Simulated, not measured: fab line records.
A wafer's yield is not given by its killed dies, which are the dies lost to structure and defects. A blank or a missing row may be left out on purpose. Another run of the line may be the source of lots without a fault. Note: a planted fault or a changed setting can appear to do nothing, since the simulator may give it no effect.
fab line records | flow sky130
record lots=24 | wafers=72 | last-day=50
route steps=708 shown SD_N@354 CONTACT@410 METAL1@436 CAP2M@603 METAL5@675
lots that met no fault: taken from a fault-free run of the same line
start-h: the number of hours between the record's first day and the start of the first shown wafer of the lot | wait-h: hours since the lot's step before | " unchanged from the row above | L1.1+2: several wafers, shown together as one row | - no value, or no start given | * or withheld: withheld | < > ~ a bound
route shown NAME@n: names a module that has steps shown in the file, with the first one's number in the route | usual: mean/standard deviation taken from wafers without a fault | same: alike in all rows | chamber/n: place in a boat | sites: readings site by site | _std_site: how widely they spread, as a standard deviation | _edge_site: mean of outer sites minus mean of inner sites | radius-mm: how far each site lies from the wafer's centre | mask NAME#n: copy n | behind: tool/chamber where the wafer was last shaped | hold: why the lot was held/for how many hours/how that ended | device: the n, p or np transistor that did not switch | end of line: the route-end tests of the same wafers | a step given without rows: its recipe and nothing more | killed: at the first sort, the dies lost to defects and structure; wafer yield is something else | map: the dies of a wafer, with x for killed, . for not killed, _ for no die there
set.NAME: the setting as run; set.NAME@STEP: as run at that earlier step | model.NAME: the simulator's own value behind a step, which no gauge read
steps of the route over a sample of lots; a table a step, a row a wafer
services: when a tool's chamber went out of use (start-h, in hours from the record's first day, below 0 if earlier), for how many hours, and the reason
## steps
# step SKY_SD_N_TW_MEAS_12
# usual SD_N_TW=3989/44
lot.wafer | tool          | chamber | start-h | wait-h | SD_N_TW
L074.1    | film-metro-04 | -       | 628.73  | 0.1    | 4006
L074.3    | "             | -       | "       | "      | 4000
L074.5    | "             | -       | "       | "      | 4013
L075.4    | film-metro-02 | -       | 643.35  | 0.1    | 3984
L075.5    | "             | -       | "       | "      | 4010
L075.6    | "             | -       | "       | "      | 3985
L076.2    | film-metro-02 | -       | 650.50  | 0.1    | 4006
L076.4    | "             | -       | "       | "      | 3996
L076.5    | "             | -       | "       | "      | 3986
L077.2    | film-metro-04 | -       | 663.53  | 0.1    | 3998
L077.3    | "             | -       | "       | "      | 4015
L077.6    | "             | -       | "       | "      | 4002
L078.1    | film-metro-01 | -       | 679.22  | 0.1    | 3956
L078.2    | "             | -       | "       | "      | 3960
L078.3    | "             | -       | "       | "      | 3961
L079.3    | film-metro-01 | -       | 692.29  | 0.1    | 3933
L079.4    | "             | -       | "       | "      | 3950
L079.6    | "             | -       | "       | "      | 3932
L080.2    | film-metro-04 | -       | 699.78  | 0.1    | 4000
L080.3    | "             | -       | "       | "      | 4018
L080.4    | "             | -       | "       | "      | 3994
L081.1    | film-metro-02 | -       | 702.69  | 0.1    | 4039
L081.5    | "             | -       | "       | "      | 4031
L081.6    | "             | -       | "       | "      | 4029
L082.1    | film-metro-02 | -       | 716.73  | 0.1    | 4028
L082.2    | "             | -       | "       | "      | 4030
L082.5    | "             | -       | "       | "      | 4035
L084.3    | film-metro-01 | -       | 724.69  | 0.1    | 3923
L084.5    | "             | -       | "       | "      | 3930
L084.6    | "             | -       | "       | "      | 3905
L083.1    | film-metro-04 | -       | 726.69  | 0.1    | 3974
L083.3    | "             | -       | "       | "      | 4003
L083.5    | "             | -       | "       | "      | 4000
L085.3    | film-metro-04 | -       | 728.15  | 0.1    | 4006
L085.4    | "             | -       | "       | "      | 3995
L085.6    | "             | -       | "       | "      | 3977
L086.1    | film-metro-04 | -       | 738.43  | 0.1    | 3963
L086.3    | "             | -       | "       | "      | 3967
L086.4    | "             | -       | "       | "      | 3982
L087.3    | film-metro-01 | -       | 747.89  | 0.1    | 3926
L087.4    | "             | -       | "       | "      | 3927
L087.6    | "             | -       | "       | "      | 3927
L088.1    | film-metro-02 | -       | 751.79  | 0.1    | 4062
L088.2    | "             | -       | "       | "      | 4048
L088.4    | "             | -       | "       | "      | 4051
L090.3    | film-metro-02 | -       | 785.20  | 0.1    | 4039
L090.5    | "             | -       | "       | "      | 4016
L090.6    | "             | -       | "       | "      | 4007
L091.2    | film-metro-01 | -       | 785.49  | 0.1    | 3944
L091.4    | "             | -       | "       | "      | 3941
L091.5    | "             | -       | "       | "      | 3932
L089.2    | film-metro-01 | -       | 786.55  | 0.1    | 3934
L089.4    | "             | -       | "       | "      | 3916
L089.5    | "             | -       | "       | "      | 3953
L092.4    | film-metro-01 | -       | 788.40  | 0.1    | 3939
L092.5    | "             | -       | "       | "      | 3948
L092.6    | "             | -       | "       | "      | 3955
L093.1    | film-metro-02 | -       | 796.83  | 0.1    | 4058
L093.5    | "             | -       | "       | "      | 4046
L093.6    | "             | -       | "       | "      | 4051
L094.3    | film-metro-04 | -       | 814.59  | 0.1    | 4010
L094.4    | "             | -       | "       | "      | 4013
L094.5    | "             | -       | "       | "      | 4014
L096.1    | film-metro-02 | -       | 832.63  | 0.1    | 4053
L096.3    | "             | -       | "       | "      | 4023
L096.6    | "             | -       | "       | "      | 4063
L095.1    | film-metro-02 | -       | 832.93  | 0.1    | 4040
L095.3    | "             | -       | "       | "      | 4022
L095.6    | "             | -       | "       | "      | 4058
L097.1    | film-metro-01 | -       | 837.79  | 0.1    | 3956
L097.2    | "             | -       | "       | "      | 3942
L097.3    | "             | -       | "       | "      | 3975
# step SKY_CONTACT_CMP_04
# recipe material=SiO2 | down-force-psi=4 | platen-rpm=60 | pad-velocity-m-s=0.94248
# usual motor-current-A=11.3/1.2 | time-to-endpoint-s=84/5
lot.wafer | tool   | chamber | start-h | wait-h | motor-current-A | time-to-endpoint-s
L074.1    | cmp-01 | 1       | 685.75  | 0.1    | 9.0             | 77
L074.3    | "      | 2       | "       | "      | 12.2            | 91
L074.5    | "      | 2       | "       | "      | 12.3            | 95
L075.4    | cmp-02 | 0       | 700.69  | 0.1    | 13.2            | 86
L075.5    | "      | 2       | "       | "      | 9.9             | 81
L075.6    | "      | 3       | "       | "      | 11.6            | 82
L076.2    | cmp-01 | 2       | 709.25  | 0.0    | 12.2            | 100
L076.4    | "      | 0       | "       | "      | 11.7            | 84
L076.5    | "      | 3       | "       | "      | 10.7            | 79
L077.3    | cmp-02 | 2       | 721.12  | 0.1    | 9.6             | 85
L077.2    | "      | 0       | "       | "      | 13.6            | 90
L077.6    | "      | 2       | "       | "      | 9.8             | 85
L078.2    | cmp-02 | 3       | 737.08  | 0.0    | 11.3            | 82
L078.3    | "      | 0       | "       | "      | 13.5            | 85
L078.1    | "      | 2       | "       | "      | 9.5             | 87
L079.4    | cmp-02 | 3       | 750.33  | 0.0    | 11.1            | 82
L079.3    | "      | 0       | "       | "      | 13.4            | 88
L079.6    | "      | 3       | "       | "      | 10.8            | 84
L080.3    | cmp-01 | 2       | 756.15  | 0.0    | 12.0            | 87
L080.4    | "      | 3       | "       | "      | 10.8            | 87
L080.2    | "      | 0       | "       | "      | 11.3            | 83
L081.1    | cmp-02 | 2       | 760.24  | 0.1    | 9.6             | 92
L081.5    | "      | 1       | "       | "      | 11.5            | 87
L081.6    | "      | 2       | "       | "      | 9.7             | 88
L082.1    | cmp-01 | 1       | 775.77  | 0.1    | 9.2             | 84
L082.2    | "      | 3       | "       | "      | 11.0            | 81
L082.5    | "      | 0       | "       | "      | 11.5            | 84
L084.3    | cmp-02 | 3       | 781.79  | 0.1    | 10.8            | 82
L084.5    | "      | 1       | "       | "      | 11.1            | 81
L084.6    | "      | 2       | "       | "      | 9.6             | 87
L083.1    | cmp-02 | 2       | 782.94  | 0.1    | 10.1            | 90
L083.3    | "      | 1       | "       | "      | 11.2            | 81
L083.5    | "      | 2       | "       | "      | 9.8             | 87
L085.4    | cmp-01 | 3       | 785.16  | 0.0    | 11.8            | 82
L085.3    | "      | 1       | "       | "      | 9.2             | 79
L085.6    | "      | 0       | "       | "      | 11.8            | 81
L086.1    | cmp-02 | 1       | 795.01  | 0.1    | 10.9            | 82
L086.4    | "      | 3       | "       | "      | 11.0            | 80
L086.3    | "      | 0       | "       | "      | 13.0            | 84
L087.4    | cmp-02 | 3       | 804.73  | 0.0    | 11.5            | 86
L087.3    | "      | 2       | "       | "      | 10.3            | 91
L087.6    | "      | 3       | "       | "      | 11.7            | 85
L088.4    | cmp-02 | 0       | 808.75  | 0.0    | 13.5            | 87
L088.1    | "      | 2       | "       | "      | 10.1            | 82
L088.2    | "      | 3       | "       | "      | 11.6            | 83
L090.3    | cmp-01 | 3       | 841.79  | 0.3    | 11.1            | 73
L090.5    | "      | 3       | "       | "      | 11.2            | 77
L090.6    | "      | 0       | "       | "      | 11.3            | 77
L091.2    | cmp-01 | 3       | 842.14  | 0.2    | 11.5            | 81
L091.4    | "      | 1       | "       | "      | 9.8             | 76
L091.5    | "      | 3       | "       | "      | 11.4            | 79
L089.2    | cmp-01 | 1       | 842.39  | 0.2    | 9.3             | 78
L089.4    | "      | 0       | "       | "      | 12.3            | 81
L089.5    | "      | 1       | "       | "      | 9.2             | 77
L092.4    | cmp-01 | 1       | 844.29  | 0.7    | 9.6             | 73
L092.6    | "      | 3       | "       | "      | 11.7            | 75
L092.5    | "      | 0       | "       | "      | 11.2            | 72
L093.1    | cmp-01 | 1       | 853.80  | 0.2    | 9.4             | 77
L093.5    | "      | 2       | "       | "      | 12.1            | 82
L093.6    | "      | 3       | "       | "      | 11.2            | 79
L094.3    | cmp-02 | 2       | 870.75  | 0.2    | 9.4             | 84
L094.4    | "      | 0       | "       | "      | 13.7            | 83
L094.5    | "      | 2       | "       | "      | 9.9             | 80
L096.1    | cmp-01 | 2       | 889.15  | 0.1    | 12.5            | 92
L096.3    | "      | 3       | "       | "      | 10.9            | 83
L096.6    | "      | 1       | "       | "      | 9.6             | 80
L095.1    | cmp-01 | 2       | 889.58  | 0.1    | 12.1            | 95
L095.3    | "      | 3       | "       | "      | 11.1            | 84
L095.6    | "      | 1       | "       | "      | 9.9             | 80
L097.2    | cmp-01 | 2       | 893.64  | 0.0    | 11.7            | 91
L097.3    | "      | 3       | "       | "      | 11.4            | 82
L097.1    | "      | 1       | "       | "      | 9.6             | 80
# step SKY_METAL1_SPUTTER_02
# recipe material=AlCu | target-thk-nm=250 | power-w=10600 | time-s=13.3 | chamber-pressure-pa=0.4
# usual throttle-valve-pct=30.0/1.3
lot.wafer | tool           | chamber | start-h | wait-h | throttle-valve-pct
L074.1    | pvd-sputter-04 | -       | 715.14  | 0.0    | 29.5
L074.3    | "              | -       | "       | "      | 32.3
L074.5    | "              | -       | "       | "      | 32.0
L075.4    | pvd-sputter-02 | -       | 728.84  | 0.0    | 30.5
L075.5    | "              | -       | "       | "      | 28.5
L075.6    | "              | -       | "       | "      | 30.1
L076.2    | pvd-sputter-04 | -       | 738.25  | 0.0    | 32.1
L076.4    | "              | -       | "       | "      | 32.2
L076.5    | "              | -       | "       | "      | 29.1
L077.2    | pvd-sputter-03 | -       | 749.64  | 0.0    | 31.1
L077.3    | "              | -       | "       | "      | 29.7
L077.6    | "              | -       | "       | "      | 30.0
L078.1    | pvd-sputter-04 | -       | 765.56  | 0.0    | 31.8
L078.2    | "              | -       | "       | "      | 29.3
L078.3    | "              | -       | "       | "      | 32.4
L079.3    | pvd-sputter-03 | -       | 778.65  | 0.0    | 30.3
L079.4    | "              | -       | "       | "      | 28.5
L079.6    | "              | -       | "       | "      | 29.9
L080.2    | pvd-sputter-03 | -       | 784.53  | 0.0    | 29.4
L080.3    | "              | -       | "       | "      | 31.1
L080.4    | "              | -       | "       | "      | 28.3
L081.1    | pvd-sputter-03 | -       | 788.63  | 0.0    | 30.9
L081.5    | "              | -       | "       | "      | 30.7
L081.6    | "              | -       | "       | "      | 28.5
L082.1    | pvd-sputter-04 | -       | 803.62  | 0.0    | 29.3
L082.2    | "              | -       | "       | "      | 31.9
L082.5    | "              | -       | "       | "      | 28.4
L084.3    | pvd-sputter-02 | -       | 809.82  | 0.0    | 30.5
L084.5    | "              | -       | "       | "      | 30.4
L084.6    | "              | -       | "       | "      | 29.4
L083.1    | pvd-sputter-04 | -       | 811.50  | 0.0    | 28.3
L083.3    | "              | -       | "       | "      | 32.2
L083.5    | "              | -       | "       | "      | 28.9
L085.3    | pvd-sputter-04 | -       | 814.12  | 0.0    | 32.2
L085.4    | "              | -       | "       | "      | 28.3
L085.6    | "              | -       | "       | "      | 31.9
L086.1    | pvd-sputter-02 | -       | 823.45  | 0.0    | 28.5
L086.3    | "              | -       | "       | "      | 30.3
L086.4    | "              | -       | "       | "      | 30.1
L087.3    | pvd-sputter-02 | -       | 832.35  | 0.0    | 29.1
L087.4    | "              | -       | "       | "      | 28.2
L087.6    | "              | -       | "       | "      | 29.1
L088.1    | pvd-sputter-02 | -       | 836.71  | 0.0    | 29.5
L088.2    | "              | -       | "       | "      | 30.0
L088.4    | "              | -       | "       | "      | 30.4
L090.3    | pvd-sputter-04 | -       | 870.50  | 0.0    | 29.3
L090.5    | "              | -       | "       | "      | 31.9
L090.6    | "              | -       | "       | "      | 28.5
L091.2    | pvd-sputter-03 | -       | 870.54  | 0.0    | 29.5
L091.4    | "              | -       | "       | "      | 30.2
L091.5    | "              | -       | "       | "      | 30.2
L089.2    | pvd-sputter-02 | -       | 870.80  | 0.0    | 30.2
L089.4    | "              | -       | "       | "      | 30.3
L089.5    | "              | -       | "       | "      | 29.2
L092.4    | pvd-sputter-02 | -       | 872.43  | 0.0    | 29.4
L092.5    | "              | -       | "       | "      | 30.5
L092.6    | "              | -       | "       | "      | 28.5
L093.1    | pvd-sputter-04 | -       | 881.65  | 0.0    | 29.4
L093.5    | "              | -       | "       | "      | 28.4
L093.6    | "              | -       | "       | "      | 29.3
L094.3    | pvd-sputter-02 | -       | 898.66  | 0.0    | 28.4
L094.4    | "              | -       | "       | "      | 30.0
L094.5    | "              | -       | "       | "      | 29.1
L096.1    | pvd-sputter-02 | -       | 915.50  | 0.0    | 29.1
L096.3    | "              | -       | "       | "      | 29.9
L096.6    | "              | -       | "       | "      | 29.1
L095.1    | pvd-sputter-04 | -       | 916.10  | 0.0    | 32.1
L095.3    | "              | -       | "       | "      | 28.5
L095.6    | "              | -       | "       | "      | 32.2
L097.1    | pvd-sputter-03 | -       | 920.40  | 0.0    | 29.9
L097.2    | "              | -       | "       | "      | 29.3
L097.3    | "              | -       | "       | "      | 28.7
# step SKY_CAP2M_CVD_00
# recipe material=SiO2 | target-thk-nm=15.5 | temp-c=400 | time-s=withheld | rf-w=450
# usual heater-power-w=749/94
lot.wafer | tool     | chamber | start-h | wait-h | heater-power-w
L074.1    | pecvd-01 | 0       | 909.97  | 0.0    | 710
L074.3    | "        | 2       | "       | "      | 628
L074.5    | "        | 2       | "       | "      | 603
L075.4    | pecvd-02 | 1       | 922.28  | 0.0    | 782
L075.5    | "        | 0       | "       | "      | 769
L075.6    | "        | 2       | "       | "      | 694
L076.2    | pecvd-02 | 2       | 929.94  | 0.0    | 707
L076.4    | "        | 0       | "       | "      | 766
L076.5    | "        | 2       | "       | "      | 685
L077.2    | pecvd-03 | 2       | 940.71  | 0.0    | 977
L077.3    | "        | 0       | "       | "      | 830
L077.6    | "        | 0       | "       | "      | 835
L078.1    | pecvd-02 | 0       | 955.49  | 0.0    | 726
L078.2    | "        | 2       | "       | "      | 561
L078.3    | "        | 1       | "       | "      | 778
L079.3    | pecvd-03 | 1       | 969.94  | 0.0    | 890
L079.4    | "        | 1       | "       | "      | 879
L079.6    | "        | 0       | "       | "      | 874
L080.2    | pecvd-02 | 1       | 973.41  | 0.0    | 790
L080.3    | "        | 0       | "       | "      | 706
L080.4    | "        | 0       | "       | "      | 706
L081.1    | pecvd-03 | 2       | 980.54  | 0.0    | 996
L081.5    | "        | 1       | "       | "      | 895
L081.6    | "        | 0       | "       | "      | 770
L082.1    | pecvd-02 | 1       | 988.24  | 0.0    | 730
L082.2    | "        | 2       | "       | "      | 689
L082.5    | "        | 2       | "       | "      | 700
L084.3    | pecvd-02 | 2       | 996.04  | 0.0    | 631
L084.5    | "        | 2       | "       | "      | 640
L084.6    | "        | 1       | "       | "      | 735
L083.1    | pecvd-03 | 1       | 998.33  | 0.0    | 845
L083.3    | "        | 2       | "       | "      | 997
L083.5    | "        | 2       | "       | "      | 983
L085.3    | pecvd-02 | 2       | 998.81  | 0.0    | 668
L085.4    | "        | 2       | "       | "      | 704
L085.6    | "        | 0       | "       | "      | 732
L086.1    | pecvd-03 | 1       | 1008.79 | 0.0    | 803
L086.3    | "        | 2       | "       | "      | 930
L086.4    | "        | 2       | "       | "      | 924
L087.3    | pecvd-01 | 2       | 1013.55 | 0.0    | 700
L087.4    | "        | 0       | "       | "      | 766
L087.6    | "        | 2       | "       | "      | 697
L088.1    | pecvd-01 | 2       | 1019.99 | 0.0    | 640
L088.2    | "        | 0       | "       | "      | 724
L088.4    | "        | 2       | "       | "      | 642
L090.3    | pecvd-02 | 0       | 1047.58 | 0.0    | 683
L090.5    | "        | 1       | "       | "      | 742
L090.6    | "        | 2       | "       | "      | 669
L091.2    | pecvd-03 | 1       | 1048.18 | 0.0    | 903
L091.4    | "        | 2       | "       | "      | 867
L091.5    | "        | 0       | "       | "      | 853
L089.2    | pecvd-01 | 1       | 1048.32 | 0.0    | 649
L089.4    | "        | 1       | "       | "      | 642
L089.5    | "        | 2       | "       | "      | 701
L092.4    | pecvd-02 | 0       | 1048.60 | 0.0    | 702
L092.5    | "        | 1       | "       | "      | 675
L092.6    | "        | 2       | "       | "      | 689
L093.1    | pecvd-01 | 0       | 1056.84 | 0.0    | 777
L093.5    | "        | 2       | "       | "      | 642
L093.6    | "        | 1       | "       | "      | 739
L094.3    | pecvd-02 | 2       | 1072.11 | 0.0    | 653
L094.4    | "        | 2       | "       | "      | 640
L094.5    | "        | 0       | "       | "      | 751
L096.1    | pecvd-02 | 1       | 1086.13 | 0.0    | 746
L096.3    | "        | 2       | "       | "      | 609
L096.6    | "        | 2       | "       | "      | 626
L095.1    | pecvd-01 | 0       | 1087.03 | 0.0    | 749
L095.3    | "        | 1       | "       | "      | 629
L095.6    | "        | 0       | "       | "      | 757
L097.1    | pecvd-01 | 2       | 1090.96 | 0.0    | 684
L097.2    | "        | 1       | "       | "      | 624
L097.3    | "        | 0       | "       | "      | 748
# step SKY_CAP2M_OVL_MEAS_12
# usual CAP2M_OVL=0.6/2
lot.wafer | tool       | chamber | start-h | wait-h | CAP2M_OVL[nm]
L074.1    | overlay-02 | -       | 934.21  | 0.1    | 1.2
L074.3    | "          | -       | "       | "      | 1.4
L074.5    | "          | -       | "       | "      | 2.0
L075.4    | overlay-02 | -       | 946.06  | 0.1    | 2.0
L075.5    | "          | -       | "       | "      | 2.6
L075.6    | "          | -       | "       | "      | 0.8
L076.2    | overlay-02 | -       | 954.09  | 0.1    | 1.2
L076.4    | "          | -       | "       | "      | -0.2
L076.5    | "          | -       | "       | "      | 2.9
L077.2    | overlay-02 | -       | 964.84  | 0.1    | 2.8
L077.3    | "          | -       | "       | "      | -0.5
L077.6    | "          | -       | "       | "      | 1.6
L078.1    | overlay-01 | -       | 978.92  | 0.1    | -0.7
L078.2    | "          | -       | "       | "      | 0.5
L078.3    | "          | -       | "       | "      | -1.4
L079.3    | overlay-02 | -       | 993.52  | 0.1    | -1.8
L079.4    | "          | -       | "       | "      | -2.8
L079.6    | "          | -       | "       | "      | -1.9
L080.2    | overlay-02 | -       | 996.59  | 0.1    | 0.0
L080.3    | "          | -       | "       | "      | -2.0
L080.4    | "          | -       | "       | "      | -1.2
L081.1    | overlay-01 | -       | 1004.24 | 0.1    | 0.5
L081.5    | "          | -       | "       | "      | 1.8
L081.6    | "          | -       | "       | "      | 1.6
L082.1    | overlay-01 | -       | 1011.49 | 0.1    | -0.9
L082.2    | "          | -       | "       | "      | -2.5
L082.5    | "          | -       | "       | "      | -0.5
L084.3    | overlay-02 | -       | 1019.07 | 0.1    | 2.7
L084.5    | "          | -       | "       | "      | 4.2
L084.6    | "          | -       | "       | "      | 2.7
L083.1    | overlay-01 | -       | 1021.52 | 0.1    | -1.7
L083.3    | "          | -       | "       | "      | -1.4
L083.5    | "          | -       | "       | "      | -1.3
L085.3    | overlay-01 | -       | 1021.83 | 0.1    | 0.0
L085.4    | "          | -       | "       | "      | 2.3
L085.6    | "          | -       | "       | "      | 2.3
L086.1    | overlay-01 | -       | 1031.12 | 0.1    | 1.7
L086.3    | "          | -       | "       | "      | 1.5
L086.4    | "          | -       | "       | "      | 1.3
L087.3    | overlay-02 | -       | 1035.08 | 0.1    | 0.7
L087.4    | "          | -       | "       | "      | 0.0
L087.6    | "          | -       | "       | "      | 2.6
L088.1    | overlay-01 | -       | 1042.22 | 0.1    | -3.9
L088.2    | "          | -       | "       | "      | -2.2
L088.4    | "          | -       | "       | "      | -3.6
L090.3    | overlay-01 | -       | 1068.67 | 0.1    | -2.8
L090.5    | "          | -       | "       | "      | -3.2
L090.6    | "          | -       | "       | "      | -1.4
L091.2    | overlay-01 | -       | 1069.14 | 0.1    | -2.2
L091.4    | "          | -       | "       | "      | -1.9
L091.5    | "          | -       | "       | "      | -0.7
L089.2    | overlay-02 | -       | 1069.32 | 0.1    | -0.7
L089.4    | "          | -       | "       | "      | -1.5
L089.5    | "          | -       | "       | "      | 0.9
L092.4    | overlay-02 | -       | 1069.84 | 0.1    | 1.9
L092.5    | "          | -       | "       | "      | 3.5
L092.6    | "          | -       | "       | "      | 1.1
L093.1    | overlay-02 | -       | 1077.12 | 0.1    | 2.9
L093.5    | "          | -       | "       | "      | 2.7
L093.6    | "          | -       | "       | "      | 1.6
L094.3    | overlay-02 | -       | 1092.65 | 0.1    | 1.7
L094.4    | "          | -       | "       | "      | 0.0
L094.5    | "          | -       | "       | "      | 2.5
L096.1    | overlay-02 | -       | 1106.69 | 0.1    | 0.1
L096.3    | "          | -       | "       | "      | 0.9
L096.6    | "          | -       | "       | "      | 2.8
L095.1    | overlay-01 | -       | 1106.99 | 0.1    | 1.3
L095.3    | "          | -       | "       | "      | 2.2
L095.6    | "          | -       | "       | "      | 0.8
L097.1    | overlay-02 | -       | 1110.95 | 0.2    | 3.8
L097.2    | "          | -       | "       | "      | 2.6
L097.3    | "          | -       | "       | "      | 2.2
# step SKY_METAL5_DESCUM_14
# recipe chemistry=O2 | source-power-w=150 | bias-power-w=0 | pressure-mtorr=10 | temp-c=40 | time-s=11
# usual drypump-motor-current-A=5.7/0.34 | oes-product-au=0.995/0.0082
lot.wafer | tool         | chamber | start-h | wait-h | drypump-motor-current-A | oes-product-au | rf-hours-counter-h
L074.1    | rie-metal-01 | 1       | 1009.21 | 0.1    | 5.8                     | 0.988          | 11
L074.3    | "            | 1       | "       | "      | 5.8                     | 0.984          | -
L074.5    | "            | 1       | "       | "      | 5.8                     | 0.987          | -
L075.4    | rie-metal-02 | 1       | 1019.07 | 0.1    | 5.8                     | 0.998          | -
L075.5    | "            | 1       | "       | "      | 5.8                     | 0.997          | -
L075.6    | "            | 1       | "       | "      | 5.8                     | 1.005          | -
L076.2    | rie-metal-01 | 1       | 1027.31 | 0.1    | 5.8                     | 0.996          | 12
L076.4    | "            | 1       | "       | "      | 5.8                     | 0.995          | -
L076.5    | "            | 0       | "       | "      | 5.9                     | 0.996          | -
L077.2    | rie-metal-02 | 0       | 1037.51 | 0.1    | 4.9                     | 0.999          | 0
L077.3    | "            | 0       | "       | "      | 4.9                     | 0.989          | -
L077.6    | "            | 1       | "       | "      | 5.8                     | 1.005          | -
L078.1    | rie-metal-02 | 1       | 1050.14 | 0.1    | 5.8                     | 1.004          | 15
L078.2    | "            | 0       | "       | "      | 4.9                     | 1.001          | 1
L078.3    | "            | 0       | "       | "      | 4.9                     | 0.999          | -
L079.3    | rie-metal-01 | 0       | 1063.47 | 0.1    | 5.8                     | 0.999          | -
L079.4    | "            | 1       | "       | "      | 5.8                     | 0.997          | -
L079.6    | "            | 1       | "       | "      | 5.8                     | 0.984          | -
L080.2    | rie-metal-02 | 0       | 1065.94 | 0.1    | 4.9                     | 0.991          | 2
L080.3    | "            | 0       | "       | "      | 4.9                     | 0.990          | -
L080.4    | "            | 1       | "       | "      | 5.8                     | 1.002          | -
L081.1    | rie-metal-01 | 0       | 1072.99 | 0.1    | 5.9                     | 0.995          | 16
L081.5    | "            | 0       | "       | "      | 5.9                     | 0.992          | -
L081.6    | "            | 1       | "       | "      | 5.8                     | 0.997          | -
L082.1    | rie-metal-04 | 0       | 1078.46 | 0.1    | 5.5                     | 0.990          | 14
L082.2    | "            | 1       | "       | "      | 6.2                     | 1.016          | 18
L082.5    | "            | 0       | "       | "      | 5.5                     | 0.997          | -
L084.3    | rie-metal-01 | 0       | 1087.02 | 0.1    | 5.9                     | 0.995          | -
L084.5    | "            | 1       | "       | "      | 5.8                     | 0.995          | -
L084.6    | "            | 0       | "       | "      | 5.9                     | 0.993          | -
L083.1    | rie-metal-01 | 1       | 1089.86 | 0.1    | 5.8                     | 0.994          | 16
L083.3    | "            | 1       | "       | "      | 5.8                     | 0.996          | -
L083.5    | "            | 1       | "       | "      | 5.8                     | 0.998          | -
L085.3    | rie-metal-02 | 0       | 1089.95 | 0.1    | 4.9                     | 0.993          | -
L085.4    | "            | 1       | "       | "      | 5.8                     | 0.992          | -
L085.6    | "            | 0       | "       | "      | 4.9                     | 0.994          | -
L086.1    | rie-metal-04 | 0       | 1098.82 | 0.1    | 5.5                     | 0.992          | 15
L086.3    | "            | 1       | "       | "      | 6.2                     | 1.011          | -
L086.4    | "            | 0       | "       | "      | 5.4                     | 1.000          | -
L087.3    | rie-metal-01 | 1       | 1100.92 | 0.1    | 5.8                     | 0.998          | -
L087.4    | "            | 0       | "       | "      | 5.9                     | 0.995          | -
L087.6    | "            | 1       | "       | "      | 5.8                     | 0.994          | -
L088.1    | rie-metal-02 | 1       | 1108.29 | 0.1    | 5.8                     | 0.993          | 19
L088.2    | "            | 0       | "       | "      | 4.9                     | 0.996          | 5
L088.4    | "            | 1       | "       | "      | 5.8                     | 0.997          | -
L090.3    | rie-metal-01 | 1       | 1133.18 | 0.1    | 5.8                     | 0.979          | -
L090.5    | "            | 0       | "       | "      | 5.9                     | 0.991          | -
L090.6    | "            | 1       | "       | "      | 5.8                     | 0.989          | -
L091.2    | rie-metal-04 | 0       | 1133.41 | 0.1    | 5.5                     | 0.996          | 18
L091.4    | "            | 1       | "       | "      | 6.2                     | 1.009          | -
L091.5    | "            | 1       | "       | "      | 6.2                     | 1.010          | -
L089.2    | rie-metal-01 | 1       | 1133.82 | 0.1    | 5.8                     | 0.991          | 20
L089.4    | "            | 1       | "       | "      | 5.8                     | 0.991          | -
L089.5    | "            | 1       | "       | "      | 5.8                     | 0.982          | -
L092.4    | rie-metal-04 | 1       | 1134.13 | 0.1    | 6.2                     | 1.013          | -
L092.5    | "            | 0       | "       | "      | 5.5                     | 1.005          | -
L092.6    | "            | 1       | "       | "      | 6.2                     | 1.019          | -
L093.1    | rie-metal-01 | 1       | 1141.93 | 0.2    | 5.8                     | 0.992          | 21
L093.5    | "            | 1       | "       | "      | 5.8                     | 0.991          | -
L093.6    | "            | 0       | "       | "      | 5.8                     | 0.985          | -
L094.3    | rie-metal-01 | 0       | 1153.72 | 0.1    | 5.9                     | 0.992          | -
L094.4    | "            | 1       | "       | "      | 5.8                     | 0.989          | -
L094.5    | "            | 0       | "       | "      | 5.9                     | 0.981          | -
L096.1    | rie-metal-02 | 1       | 1164.92 | 0.1    | 5.8                     | 1.010          | 23
L096.3    | "            | 1       | "       | "      | 5.8                     | 1.005          | -
L096.6    | "            | 1       | "       | "      | 5.8                     | 1.006          | -
L095.1    | rie-metal-01 | 0       | 1165.56 | 0.1    | 5.9                     | 0.988          | 24
L095.3    | "            | 1       | "       | "      | 5.8                     | 0.983          | -
L095.6    | "            | 1       | "       | "      | 5.8                     | 0.987          | -
L097.1    | rie-metal-01 | 1       | 1169.47 | 0.1    | 5.8                     | 0.987          | 23
L097.2    | "            | 0       | "       | "      | 5.9                     | 0.989          | 24
L097.3    | "            | 1       | "       | "      | 5.8                     | 0.987          | -
## services
tool         | chamber | start-h | hours | kind
cmp-02       | -       | 739.20  | 0.3   | repair
cmp-01       | -       | 744.00  | 4.0   | pm
cmp-02       | -       | 784.14  | 1.8   | repair
cmp-01       | -       | 803.57  | 4.6   | pm
cmp-01       | -       | 837.78  | 0.2   | repair
cmp-02       | -       | 839.70  | 5.7   | repair
pecvd-02     | 0       | 851.57  | 16.7  | repair
pecvd-02     | -       | 885.99  | 1.2   | repair
cmp-02       | -       | 886.02  | 1.9   | repair
cmp-02       | -       | 888.00  | 4.4   | pm
cmp-01       | -       | 895.76  | 5.4   | pm
cmp-02       | -       | 912.00  | 4.0   | pm
cmp-02       | -       | 935.57  | 1.6   | repair
cmp-02       | -       | 966.22  | 1.9   | repair
cmp-01       | -       | 1014.24 | 1.1   | repair
cmp-02       | -       | 1018.10 | 4.3   | pm
cmp-01       | -       | 1023.64 | 3.4   | repair
rie-metal-01 | -       | 1036.10 | 0.6   | repair
cmp-01       | -       | 1084.08 | 4.0   | pm
cmp-01       | -       | 1098.68 | 3.2   | repair
cmp-02       | -       | 1139.08 | 17.4  | pm
pecvd-02     | -       | 1141.87 | 0.9   | repair
rie-metal-01 | -       | 1146.86 | 0.3   | repair
cmp-01       | -       | 1158.04 | 2.9   | repair
## key
fault none
